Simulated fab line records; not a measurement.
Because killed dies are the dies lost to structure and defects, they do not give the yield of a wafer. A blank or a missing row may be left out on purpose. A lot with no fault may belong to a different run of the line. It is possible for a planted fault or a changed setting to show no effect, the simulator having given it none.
Matching of chambers -- flow sky130 -- cmp-01 running SKY_VIA4_CMP_21: 4 sister chambers
The step polishes, stops on SiO2, t overpolish 25 s, target thk 0 nm. 8 wafers are shown with their chamber, then 9 later ones without.

== EACH WAFER AND ITS CHAMBER ==
wafer,chamber,motor-current-A (A),time-to-endpoint-s (s)
L083.4,3,9.1,117
L085.5,2,9.7,116
L089.1,2,9.3,127
L089.5,0,11.5,125
L089.6,1,9.9,124
L090.2,0,11.4,125
L090.3,3,9.2,122
L090.4,1,9.7,121

== WAFERS WITH NO CHAMBER GIVEN ==
wafer,motor-current-A (A),time-to-endpoint-s (s)
L092.3,11.1,122
L092.5,9.6,118
L092.6,9.4,118
L091.1,8.9,124
L091.2,9.2,120
L091.4,10.9,127
L096.1,9.3,124
L096.3,9.5,128
L096.4,8.5,128

== THE CHAMBER EACH PASSED THROUGH ==
wafer,from the rows above,in truth
L092.3,0,0
L092.5,can't be placed: 2 or 1 or 3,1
L092.6,can't be placed: 2 or 3 or 1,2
L091.1,can't be placed: 3 or 2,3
L091.2,can't be placed: 3 or 2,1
L091.4,0,0
L096.1,can't be placed: 2 or 3 or 1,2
L096.3,can't be placed: 2 or 1 or 3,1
L096.4,can't be placed: 3 or 2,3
Placed correctly: 2 of 9. From these rows, 7 cannot be placed; in 6 the true chamber is one of the candidates. Number placed wrongly: 0.
How it was worked out, from the rows above alone: a wafer's distance from a chamber is the root of the sum, over the readings, of the square of ((its reading less the chamber's mean) divided by the reading's scatter). If the next closest chamber is less than 2 further off than the closest, the wafer can't be placed; otherwise it belongs to the closest. Each chamber's mean is taken over the wafers shown for it. How the scatter is found: for the shown wafers, subtract from each reading the mean of its chamber, square and add these, divide the total by (wafers less chambers), then take the root.
